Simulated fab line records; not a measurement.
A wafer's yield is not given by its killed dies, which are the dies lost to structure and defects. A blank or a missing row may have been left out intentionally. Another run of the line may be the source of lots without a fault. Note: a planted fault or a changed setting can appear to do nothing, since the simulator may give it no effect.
fab line records + flow sky130
[record]
- lots = 13
- wafers = 38
- lastDay = 51
route steps=708 shown POLY_GATE@205 LDD_N@254 VIA4@660 PAD_OPEN@708
lots with no fault: from the same line, run without faults
startH: hours from the record's opening day to when the first of the lot's shown wafers began + waitH: hours from the lot's prior step to this one + " same as the row above + L1.1+2: a single row standing in for several wafers + - either no value or no given start + * or withheld: withheld + < > ~ a bound
route shown NAME@n: a module of which the file shows steps, and the number in the route of the first + usual: mean/standard deviation of fault-free wafers + same: alike in all rows + chamber/n: place in a boat + sites: readings site by site + _std_site: the values' standard deviation + _edge_site: inner sites' mean taken away from outer sites' mean + radiusMm: how far each site lies from the wafer's centre + mask NAME#n: copy n + behind: the most recent tool/chamber to have shaped the wafer + hold: reason for holding the lot/hours on hold/outcome of the hold + device: names the non-switching transistor (n, p or np) + end of line: the route-end tests of the same wafers + a step without rows: its recipe alone + killed: count of dies lost to structure and defects at first sort (not the wafer's yield) + map: shows each die of a wafer: x if killed, . if not, _ if none is there
set.NAME: the setting as run; set.NAME@STEP: as run at that earlier step + model.NAME: the simulator's own value behind a step, which no gauge read
route steps across a sampled set of lots; one table per step, one row per wafer
services: from which hour (startH, from the record's first day; less than 0 if before it) a tool's chamber was out of use, for how many hours, and why
[[steps]]
[step SKY_POLY_GATE_THK_MEAS_01]
[recipe]
- reads = poly-Si_of_POLY_GATE_CVD_00
[usual]
- POLY_GATE_CVD_00_THK = 180.0/1.7
| lot.wafer | tool         | chamber | startH | waitH | POLY_GATE_CVD_00_THK[nm] |
|-----------|--------------|---------|--------|-------|--------------------------|
| L485.1    | filmMetro-02 | -       | 334.36 | 0.0   | 178.3                    |
| L485.4    | "            | -       | "      | "     | 179.4                    |
| L485.5    | "            | -       | "      | "     | 178.1                    |
| L486.3    | filmMetro-03 | -       | 337.39 | 0.0   | 181.1                    |
| L486.4    | "            | -       | "      | "     | 182.5                    |
| L486.5    | "            | -       | "      | "     | 181.0                    |
| L488.1    | filmMetro-02 | -       | 355.09 | 0.0   | 180.8                    |
| L488.5    | "            | -       | "      | "     | 179.8                    |
| L488.6    | "            | -       | "      | "     | 179.3                    |
| L489.4    | filmMetro-01 | -       | 367.54 | 0.0   | 180.4                    |
| L489.5    | "            | -       | "      | "     | 181.2                    |
| L489.6    | "            | -       | "      | "     | 180.3                    |
| L490.2    | filmMetro-02 | -       | 375.88 | 0.0   | 181.2                    |
| L490.3    | "            | -       | "      | "     | 181.8                    |
| L490.4    | "            | -       | "      | "     | 181.2                    |
| L491.1    | filmMetro-01 | -       | 383.94 | 0.0   | 178.9                    |
| L491.2    | "            | -       | "      | "     | 179.8                    |
| L491.5    | "            | -       | "      | "     | 178.0                    |
| L492.3    | filmMetro-02 | -       | 400.91 | 0.0   | 179.5                    |
| L492.4    | "            | -       | "      | "     | 178.1                    |
| L492.6    | "            | -       | "      | "     | 179.3                    |
| L493.5    | filmMetro-01 | -       | 411.00 | 0.0   | 178.7                    |
| L493.6    | "            | -       | "      | "     | 179.0                    |
| L500.2    | filmMetro-02 | -       | 472.73 | 0.0   | 182.1                    |
| L500.5    | "            | -       | "      | "     | 181.3                    |
| L500.6    | "            | -       | "      | "     | 180.8                    |
| L503.1    | filmMetro-03 | -       | 494.84 | 0.0   | 183.5                    |
| L503.2    | "            | -       | "      | "     | 181.9                    |
| L503.6    | "            | -       | "      | "     | 180.1                    |
| L504.1    | filmMetro-01 | -       | 496.59 | 0.0   | 182.4                    |
| L504.3    | "            | -       | "      | "     | 180.2                    |
| L504.6    | "            | -       | "      | "     | 182.2                    |
| L505.4    | filmMetro-02 | -       | 506.82 | 0.0   | 182.1                    |
| L505.5    | "            | -       | "      | "     | 182.5                    |
| L505.6    | "            | -       | "      | "     | 182.8                    |
| L507.2    | filmMetro-01 | -       | 516.12 | 0.0   | 180.5                    |
| L507.3    | "            | -       | "      | "     | 181.3                    |
| L507.5    | "            | -       | "      | "     | 181.7                    |
[step SKY_POLY_GATE_THK_MEAS_21]
[recipe]
- reads = SiO2_of_POLY_GATE_OXIDATION_20
[usual]
- POLY_GATE_OXIDATION_THK = 3.98/0.085
| lot.wafer | tool         | chamber | startH | waitH | POLY_GATE_OXIDATION_THK[nm] |
|-----------|--------------|---------|--------|-------|-----------------------------|
| L485.1    | filmMetro-03 | -       | 403.35 | 0.0   | 3.96                        |
| L485.4    | "            | -       | "      | "     | 3.95                        |
| L485.5    | "            | -       | "      | "     | 4.00                        |
| L486.3    | filmMetro-01 | -       | 403.37 | 0.0   | 3.92                        |
| L486.4    | "            | -       | "      | "     | 3.96                        |
| L486.5    | "            | -       | "      | "     | 3.90                        |
| L488.1    | filmMetro-01 | -       | 426.28 | 0.0   | 3.90                        |
| L488.5    | "            | -       | "      | "     | 3.91                        |
| L488.6    | "            | -       | "      | "     | 3.94                        |
| L489.4    | filmMetro-03 | -       | 431.67 | 0.0   | 4.11                        |
| L489.5    | "            | -       | "      | "     | 4.05                        |
| L489.6    | "            | -       | "      | "     | 4.02                        |
| L490.2    | filmMetro-03 | -       | 441.07 | 0.0   | 3.82                        |
| L490.3    | "            | -       | "      | "     | 3.98                        |
| L490.4    | "            | -       | "      | "     | 3.87                        |
| L491.1    | filmMetro-03 | -       | 449.33 | 0.0   | 3.89                        |
| L491.2    | "            | -       | "      | "     | 3.97                        |
| L491.5    | "            | -       | "      | "     | 3.97                        |
| L492.3    | filmMetro-02 | -       | 468.48 | 0.0   | 3.94                        |
| L492.4    | "            | -       | "      | "     | 4.00                        |
| L492.6    | "            | -       | "      | "     | 3.92                        |
| L493.5    | filmMetro-03 | -       | 475.80 | 0.0   | 3.90                        |
| L493.6    | "            | -       | "      | "     | 3.98                        |
| L500.2    | filmMetro-03 | -       | 537.92 | 0.0   | 4.08                        |
| L500.5    | "            | -       | "      | "     | 3.98                        |
| L500.6    | "            | -       | "      | "     | 3.98                        |
| L503.1    | filmMetro-03 | -       | 561.04 | 0.0   | 3.92                        |
| L503.2    | "            | -       | "      | "     | 4.08                        |
| L503.6    | "            | -       | "      | "     | 3.94                        |
| L504.1    | filmMetro-03 | -       | 564.08 | 0.0   | 4.02                        |
| L504.3    | "            | -       | "      | "     | 3.92                        |
| L504.6    | "            | -       | "      | "     | 4.04                        |
| L505.4    | filmMetro-01 | -       | 572.17 | 0.0   | 4.09                        |
| L505.5    | "            | -       | "      | "     | 4.03                        |
| L505.6    | "            | -       | "      | "     | 4.00                        |
| L507.2    | filmMetro-01 | -       | 584.16 | 0.0   | 4.16                        |
| L507.3    | "            | -       | "      | "     | 4.08                        |
| L507.5    | "            | -       | "      | "     | 4.09                        |
[step SKY_LDD_N_TW_MEAS_17]
[usual]
- LDD_N_TW = 2611/19
| lot.wafer | tool         | chamber | startH | waitH | LDD_N_TW |
|-----------|--------------|---------|--------|-------|----------|
| L486.3    | filmMetro-01 | -       | 434.86 | 0.1   | 2592     |
| L486.4    | "            | -       | "      | "     | 2600     |
| L486.5    | "            | -       | "      | "     | 2592     |
| L485.1    | filmMetro-02 | -       | 435.18 | 0.1   | 2609     |
| L485.4    | "            | -       | "      | "     | 2613     |
| L485.5    | "            | -       | "      | "     | 2605     |
| L488.1    | filmMetro-04 | -       | 459.01 | 0.1   | 2646     |
| L488.5    | "            | -       | "      | "     | 2642     |
| L488.6    | "            | -       | "      | "     | 2642     |
| L489.4    | filmMetro-04 | -       | 463.51 | 0.1   | 2636     |
| L489.5    | "            | -       | "      | "     | 2622     |
| L489.6    | "            | -       | "      | "     | 2629     |
| L490.2    | filmMetro-02 | -       | 472.90 | 0.1   | 2606     |
| L490.3    | "            | -       | "      | "     | 2615     |
| L490.4    | "            | -       | "      | "     | 2597     |
| L491.1    | filmMetro-04 | -       | 481.93 | 0.1   | 2628     |
| L491.2    | "            | -       | "      | "     | 2620     |
| L491.5    | "            | -       | "      | "     | 2624     |
| L492.3    | filmMetro-04 | -       | 500.94 | 0.1   | 2629     |
| L492.4    | "            | -       | "      | "     | 2627     |
| L492.6    | "            | -       | "      | "     | 2643     |
| L493.5    | filmMetro-01 | -       | 507.71 | 0.0   | 2578     |
| L493.6    | "            | -       | "      | "     | 2592     |
| L500.2    | filmMetro-04 | -       | 570.99 | 0.1   | 2629     |
| L500.5    | "            | -       | "      | "     | 2634     |
| L500.6    | "            | -       | "      | "     | 2620     |
| L503.1    | filmMetro-02 | -       | 593.39 | 0.1   | 2610     |
| L503.2    | "            | -       | "      | "     | 2602     |
| L503.6    | "            | -       | "      | "     | 2600     |
| L504.1    | filmMetro-01 | -       | 596.77 | 0.1   | 2590     |
| L504.3    | "            | -       | "      | "     | 2589     |
| L504.6    | "            | -       | "      | "     | 2601     |
| L505.4    | filmMetro-04 | -       | 604.02 | 0.1   | 2616     |
| L505.5    | "            | -       | "      | "     | 2623     |
| L505.6    | "            | -       | "      | "     | 2631     |
| L507.2    | filmMetro-01 | -       | 615.34 | 0.1   | 2591     |
| L507.3    | "            | -       | "      | "     | 2605     |
| L507.5    | "            | -       | "      | "     | 2579     |
[step SKY_VIA4_CMP_21]
[recipe]
- stopOn = SiO2
- tOverpolishS = 25
- downForcePsi = 3.5
- platenRpm = 60
- targetThkNm = 0
- padVelocityMS = 0.94248
[usual]
- motorCurrentA = 11.1/1.1
- overpolishRunS = 25.000/0.0094
- timeToEndpointS = 123/5
| lot.wafer | tool   | chamber | startH  | waitH | motorCurrentA | overpolishRunS | timeToEndpointS |
|-----------|--------|---------|---------|-------|---------------|----------------|-----------------|
| L486.3    | cmp-02 | 3       | 1049.88 | 0.2   | 12.6          | 24.999         | 126             |
| L486.4    | "      | 1       | "       | "     | 13.7          | 24.992         | 126             |
| L486.5    | "      | 3       | "       | "     | 13.0          | 25.008         | 129             |
| L485.1    | cmp-02 | 3       | 1051.10 | 0.1   | 13.4          | 24.980         | 124             |
| L485.4    | "      | 2       | "       | "     | 11.1          | 25.001         | 114             |
| L485.5    | "      | 3       | "       | "     | 13.9          | 24.992         | 124             |
| L488.1    | cmp-01 | 2       | 1065.54 | 0.1   | 10.1          | 25.007         | 125             |
| L488.5    | "      | 0       | "       | "     | 10.1          | 25.000         | 118             |
| L488.6    | "      | 1       | "       | "     | 10.8          | 25.008         | 125             |
| L489.4    | cmp-01 | 2       | 1072.35 | 0.2   | 10.5          | 24.989         | 128             |
| L489.5    | "      | 3       | "       | "     | 9.7           | 25.012         | 127             |
| L489.6    | "      | 0       | "       | "     | 10.2          | 24.990         | 116             |
| L490.2    | cmp-01 | 2       | 1077.75 | 0.0   | 9.7           | 0.035          | 188             |
| L490.4    | "      | 3       | "       | "     | 10.2          | 24.990         | 126             |
| L490.3    | "      | 1       | "       | "     | 10.9          | 25.009         | 125             |
| L491.2    | cmp-01 | 2       | 1087.81 | 0.1   | 11.1          | 0.043          | 193             |
| L491.1    | "      | 3       | "       | "     | 9.3           | 24.992         | 130             |
| L491.5    | "      | 0       | "       | "     | 10.6          | 0.043          | 192             |
| L492.3    | cmp-02 | 3       | 1099.56 | 0.0   | 13.0          | 24.998         | 128             |
| L492.4    | "      | 0       | "       | "     | 11.1          | 24.995         | 122             |
| L492.6    | "      | 3       | "       | "     | 13.1          | 24.998         | 127             |
| L493.5    | cmp-01 | 0       | 1104.03 | 0.2   | 10.5          | 0.046          | 190             |
| L493.6    | "      | 1       | "       | "     | 11.4          | 25.009         | 128             |
| L500.2    | cmp-02 | 0       | 1147.02 | 0.0   | 10.4          | 24.995         | 117             |
| L500.6    | "      | 0       | "       | "     | 10.7          | 24.993         | 120             |
| L500.5    | "      | 1       | "       | "     | 13.4          | 24.992         | 123             |
| L503.1    | cmp-01 | 3       | 1161.13 | 0.1   | 9.6           | 24.997         | 121             |
| L503.2    | "      | 2       | "       | "     | 10.5          | 25.017         | 119             |
| L503.6    | "      | 3       | "       | "     | 9.7           | 24.989         | 123             |
| L504.3    | cmp-01 | 2       | 1161.55 | 0.1   | 10.2          | 25.014         | 125             |
| L504.1    | "      | 3       | "       | "     | 9.8           | 25.001         | 128             |
| L504.6    | "      | 1       | "       | "     | 11.1          | 24.996         | 123             |
| L505.4    | cmp-01 | 3       | 1166.50 | 0.2   | 10.0          | 25.016         | 128             |
| L505.5    | "      | 0       | "       | "     | 10.4          | 24.992         | 117             |
| L505.6    | "      | 1       | "       | "     | 11.3          | 25.001         | 132             |
| L507.3    | cmp-01 | 2       | 1170.69 | 0.0   | 10.8          | 25.004         | 126             |
| L507.2    | "      | 0       | "       | "     | 10.6          | 24.991         | 118             |
| L507.5    | "      | 3       | "       | "     | 9.8           | 24.994         | 125             |
[step SKY_PAD_OPEN_PROBE_99]
[usual]
- defectLimitedYield = 82.6/1.7
- killed_at_M0_to_M3 = 43/7
- killed_at_M4_up = 3.1/1.5
- killedAtContacts = 23/4.9
- killedAtFrontEnd = 16/3.9
- killedAtOther = 0.3/0.52
- killedDies = 86/8.2
- killedOnRim = 16/3.7
- killedOpen = 47/6.1
- killedShort = 38/5.8
- sort_bin_3_pad_short = 0.8/0.41
- sort_bin_5_function = 10.2/1.3
- sort_bin_6_memory = 6.4/1.1
- sortNPass = 406/8.2
- sortYieldPct = 82.6/1.7
[same]
- grossDies = 492
- killedAtBackSide = 0
- sort_bin_4_leakage[%] = 0
- sort_bin_8_speed[%] = 0
| lot.wafer | tool      | chamber | startH  | waitH | hold                    | defectLimitedYield[%] | killed_at_M0_to_M3 | killed_at_M4_up | killedAtContacts | killedAtFrontEnd | killedAtOther | killedDies | killedOnRim | killedOpen | killedShort | sort_bin_3_pad_short[%] | sort_bin_5_function[%] | sort_bin_6_memory[%] | sortNPass | sortYieldPct[%] |
|-----------|-----------|---------|---------|-------|-------------------------|-----------------------|--------------------|-----------------|------------------|------------------|---------------|------------|-------------|------------|-------------|-------------------------|------------------------|----------------------|-----------|-----------------|
| L490.2    | prober-02 | -       | 1144.47 | 0.1   | awaitDispo/4.6h/release | 0                     | 36                 | 421             | 18               | 17               | 0             | 492        | 96          | 44         | 31          | 85.0                    | 9.3                    | 5.7                  | 0         | 0               |
| L490.3    | prober-02 | -       | 1144.52 | 0.2   | awaitDispo/4.6h/release | 80.9                  | 51                 | 5               | 23               | 15               | 0             | 94         | 23          | 53         | 39          | 0.4                     | 11.8                   | 6.9                  | 398       | 80.9            |
| L490.4    | prober-02 | -       | 1144.57 | 0.2   | awaitDispo/4.6h/release | 82.9                  | 39                 | 6               | 22               | 17               | 0             | 84         | 19          | 44         | 39          | 1.0                     | 8.7                    | 7.3                  | 408       | 82.9            |
| L491.1    | prober-01 | -       | 1153.14 | 0.1   | awaitDispo/4.4h/release | 80.1                  | 44                 | 4               | 26               | 24               | 0             | 98         | 24          | 53         | 45          | 1.4                     | 14.0                   | 4.5                  | 394       | 80.1            |
| L491.2    | prober-01 | -       | 1153.19 | 0.1   | awaitDispo/4.4h/release | 0                     | 46                 | 413             | 18               | 14               | 1             | 492        | 96          | 48         | 33          | 83.9                    | 8.5                    | 7.5                  | 0         | 0               |
| L491.5    | prober-01 | -       | 1153.34 | 0.2   | awaitDispo/4.4h/release | 0                     | 39                 | 413             | 25               | 14               | 1             | 492        | 96          | 41         | 37          | 84.3                    | 8.9                    | 6.7                  | 0         | 0               |
| L492.3    | prober-02 | -       | 1164.45 | 0.2   | -                       | 84.1                  | 34                 | 5               | 18               | 21               | 0             | 78         | 14          | 48         | 30          | 1.2                     | 8.9                    | 5.7                  | 414       | 84.1            |
| L492.4    | prober-02 | -       | 1164.50 | 0.2   | -                       | 81.5                  | 41                 | 4               | 21               | 25               | 0             | 91         | 22          | 46         | 45          | 0.4                     | 10.6                   | 7.5                  | 401       | 81.5            |
| L492.6    | prober-02 | -       | 1164.60 | 0.2   | -                       | 81.9                  | 55                 | 4               | 21               | 9                | 0             | 89         | 17          | 47         | 42          | 0.8                     | 11.8                   | 5.5                  | 403       | 81.9            |
| L493.5    | prober-01 | -       | 1167.17 | 0.2   | awaitDispo/4.2h/release | 0                     | 42                 | 417             | 17               | 16               | 0             | 492        | 96          | 40         | 38          | 84.8                    | 8.9                    | 6.3                  | 0         | 0               |
| L493.6    | prober-01 | -       | 1167.22 | 0.2   | awaitDispo/4.2h/release | 86.0                  | 36                 | 1               | 13               | 18               | 1             | 69         | 19          | 40         | 29          | 0.2                     | 8.9                    | 4.9                  | 423       | 86.0            |
| L500.2    | prober-01 | -       | 1206.45 | 0.1   | -                       | 84.3                  | 42                 | 2               | 18               | 13               | 2             | 77         | 12          | 39         | 38          | 0.4                     | 10.4                   | 4.9                  | 415       | 84.3            |
| L500.5    | prober-01 | -       | 1206.60 | 0.2   | -                       | 83.7                  | 44                 | 2               | 18               | 16               | 0             | 80         | 13          | 42         | 38          | 0.8                     | 9.8                    | 5.7                  | 412       | 83.7            |
| L500.6    | prober-01 | -       | 1206.65 | 0.2   | -                       | 84.3                  | 43                 | 4               | 20               | 9                | 1             | 77         | 15          | 42         | 35          | 0.6                     | 9.6                    | 5.5                  | 415       | 84.3            |
| L507.2    | prober-02 | -       | 1225.46 | 0.1   | -                       | 85.8                  | 40                 | 4               | 16               | 9                | 1             | 70         | 11          | 38         | 32          | 0.2                     | 8.3                    | 5.7                  | 422       | 85.8            |
| L507.3    | prober-02 | -       | 1225.51 | 0.2   | -                       | 79.5                  | 47                 | 1               | 30               | 23               | 0             | 101        | 13          | 53         | 48          | 0.8                     | 13.2                   | 6.5                  | 391       | 79.5            |
| L507.5    | prober-02 | -       | 1225.61 | 0.2   | -                       | 83.3                  | 43                 | 5               | 19               | 15               | 0             | 82         | 8           | 40         | 42          | 0.4                     | 9.8                    | 6.5                  | 410       | 83.3            |
// killed by level:class
L490.2 VIA4:areaCmp=415 CONTACT:geometricParticle:open=10 VIA1:geometricParticle:open=8 VIA3:geometricParticle:open=7 VIA2:geometricParticle:open=6 METAL2:geometricParticle:short=5 VIA3:geometricParticle:short=4 LI_CONTACT:geometricParticle:open=4
L490.3 VIA1:geometricParticle:open=15 CONTACT:geometricParticle:open=10 VIA2:geometricParticle:open=7 VIA3:geometricParticle:open=6 LI_CONTACT:geometricParticle:open=5 CONTACT:geometricParticle:short=5 METAL4:geometricParticle:short=5 METAL2:geometricParticle:short=5
L490.4 VIA3:geometricParticle:open=9 LI_CONTACT:geometricParticle:open=8 VIA1:geometricParticle:open=8 METAL1:geometricParticle:short=6 FIELD_ISO:geometricParticle:open=5 CONTACT:geometricParticle:open=5 FIELD_ISO:geometricParticle:short=4 METAL4:geometricParticle:short=4
L491.1 VIA1:geometricParticle:open=13 VIA2:geometricParticle:open=8 LI_CONTACT:geometricParticle:open=7 FIELD_ISO:geometricParticle:open=6 FIELD_ISO:geometricParticle:short=5 METAL1:geometricParticle:short=5 LI_CONTACT:geometricParticle:short=5 POLY_GATE:geometricParticle:open=5
L491.2 VIA4:areaCmp=410 VIA1:geometricParticle:open=11 LI_CONTACT:geometricParticle:open=8 VIA1:geometricParticle:short=6 VIA2:geometricParticle:open=6 METAL2:geometricParticle:short=5 VIA3:geometricParticle:open=5 FIELD_ISO:geometricParticle:short=4
L491.5 VIA4:areaCmp=413 CONTACT:geometricParticle:open=8 VIA1:geometricParticle:open=7 LI_CONTACT:geometricParticle:open=6 METAL1:geometricParticle:short=6 POLY_GATE:geometricParticle:open=5 CONTACT:geometricParticle:short=5 VIA2:geometricParticle:short=5
L492.3 VIA2:geometricParticle:open=8 CONTACT:geometricParticle:open=7 VIA3:geometricParticle:open=6 FIELD_ISO:geometricParticle:open=5 VIA1:geometricParticle:open=5 FIELD_ISO:geometricParticle:short=4 POLY_GATE:geometricParticle:open=4 METAL2:geometricParticle:short=4
L492.4 FIELD_ISO:geometricParticle:open=8 CONTACT:geometricParticle:open=7 VIA1:geometricParticle:open=7 METAL1:geometricParticle:short=7 VIA1:geometricParticle:short=7 POLY_GATE:geometricParticle:short=6 LOCAL_INTERCONNECT:geometricParticle:short=5 VIA2:geometricParticle:open=5
L492.6 VIA1:geometricParticle:open=11 VIA3:geometricParticle:open=9 LI_CONTACT:geometricParticle:open=7 VIA2:geometricParticle:short=6 METAL2:geometricParticle:short=6 VIA2:geometricParticle:open=6 CONTACT:geometricParticle:open=5 METAL1:geometricParticle:short=5
L493.5 VIA4:areaCmp=413 VIA1:geometricParticle:open=10 METAL1:geometricParticle:short=6 VIA2:geometricParticle:open=5 CONTACT:geometricParticle:open=5 VIA1:geometricParticle:short=5 VIA3:geometricParticle:open=5 METAL4:geometricParticle:short=4
L493.6 LI_CONTACT:geometricParticle:open=6 VIA3:geometricParticle:open=6 VIA2:geometricParticle:open=6 FIELD_ISO:geometricParticle:short=4 POLY_GATE:geometricParticle:short=4 POLY_GATE:geometricParticle:open=4 VIA1:geometricParticle:open=4 METAL1:geometricParticle:short=4
L500.2 VIA1:geometricParticle:open=12 CONTACT:geometricParticle:open=8 METAL1:geometricParticle:short=7 VIA3:geometricParticle:short=5 POLY_GATE:geometricParticle:short=4 LI_CONTACT:geometricParticle:short=4 VIA1:geometricParticle:short=4 VIA3:geometricParticle:open=4
L500.5 LI_CONTACT:geometricParticle:open=8 METAL1:geometricParticle:short=8 VIA2:geometricParticle:open=7 VIA3:geometricParticle:open=7 CONTACT:geometricParticle:open=6 METAL3:geometricParticle:short=6 POLY_GATE:geometricParticle:open=5 VIA1:geometricParticle:open=5
L500.6 CONTACT:geometricParticle:open=8 VIA2:geometricParticle:open=8 VIA3:geometricParticle:open=8 METAL2:geometricParticle:short=6 LI_CONTACT:geometricParticle:open=5 VIA3:geometricParticle:short=5 CONTACT:geometricParticle:short=4 METAL1:geometricParticle:short=4
L507.2 VIA1:geometricParticle:open=10 VIA2:geometricParticle:open=8 CONTACT:geometricParticle:open=6 FIELD_ISO:geometricParticle:short=5 METAL1:geometricParticle:short=5 VIA3:geometricParticle:open=5 METAL4:geometricParticle:short=4 VIA1:geometricParticle:short=4
L507.3 CONTACT:geometricParticle:open=12 VIA2:geometricParticle:open=11 METAL1:geometricParticle:short=8 VIA1:geometricParticle:open=8 FIELD_ISO:geometricParticle:open=7 POLY_GATE:geometricParticle:short=6 LOCAL_INTERCONNECT:geometricParticle:short=6 CONTACT:geometricParticle:short=6
L507.5 VIA2:geometricParticle:open=9 VIA1:geometricParticle:open=7 FIELD_ISO:geometricParticle:open=6 VIA1:geometricParticle:short=6 VIA3:geometricParticle:short=5 CONTACT:geometricParticle:open=5 LOCAL_INTERCONNECT:geometricParticle:short=4 POLY_GATE:geometricParticle:short=4
[[services]]
| tool   | chamber | startH  | hours | kind                          |
|--------|---------|---------|-------|-------------------------------|
| cmp-02 | -       | 1086.85 | 4.0   | pm                            |
| cmp-02 | -       | 1090.85 | -     | consumableReplace:conditioner |
| cmp-02 | -       | 1090.85 | -     | consumableReplace:pad         |
| cmp-01 | -       | 1105.78 | 2.1   | repair                        |
| cmp-01 | -       | 1124.93 | 1.4   | repair                        |
| cmp-01 | -       | 1139.07 | 5.1   | pm                            |
[[key]]
[firstSign]
- step = SKY_VIA4_CMP_21
- reading = overpolishRunS
- direction = down
- sigmas = 99+
- usual = 25.000
- struck = 0.042
[effect]
- step = SKY_VIA4_CMP_21
- reading = timeToEndpointS
- direction = up
- sigmas = 14
- usual = *
- struck = *
[effect]
- step = SKY_PAD_OPEN_PROBE_99
- reading = killed_at_M4_up
- direction = up
- sigmas = 99+
- usual = 3.1
- struck = 416
[moreKillsBornAt]
- SKY_VIA4_CMP_21@cmp-01 = 1651
metAt SKY_VIA4_CMP_21
struckLots L490,L491,L493
struckWafers L490.2,L491.2,L491.5,L493.5
laterRowsLeftOut L490.2,L491.2,L491.5,L493.5
notActingAt SKY_POLY_GATE_THK_MEAS_01,SKY_POLY_GATE_THK_MEAS_21,SKY_LDD_N_TW_MEAS_17
onsetBetween 1072.35 1077.75
[fault]
- kind = processParameterDrift
- tool = cmp-01
- chamber = -
- onsetH = 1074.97
- steps = SKY_VIA4_CMP_21
- channel = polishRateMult
- offset = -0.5
- shape = step
- endH = 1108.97
- scope = struckWafersOnly
// laterRowsLeftOut: the simulator's readings of these wafers behind a module that went badly wrong aren't trusted and aren't shown, but for the sort
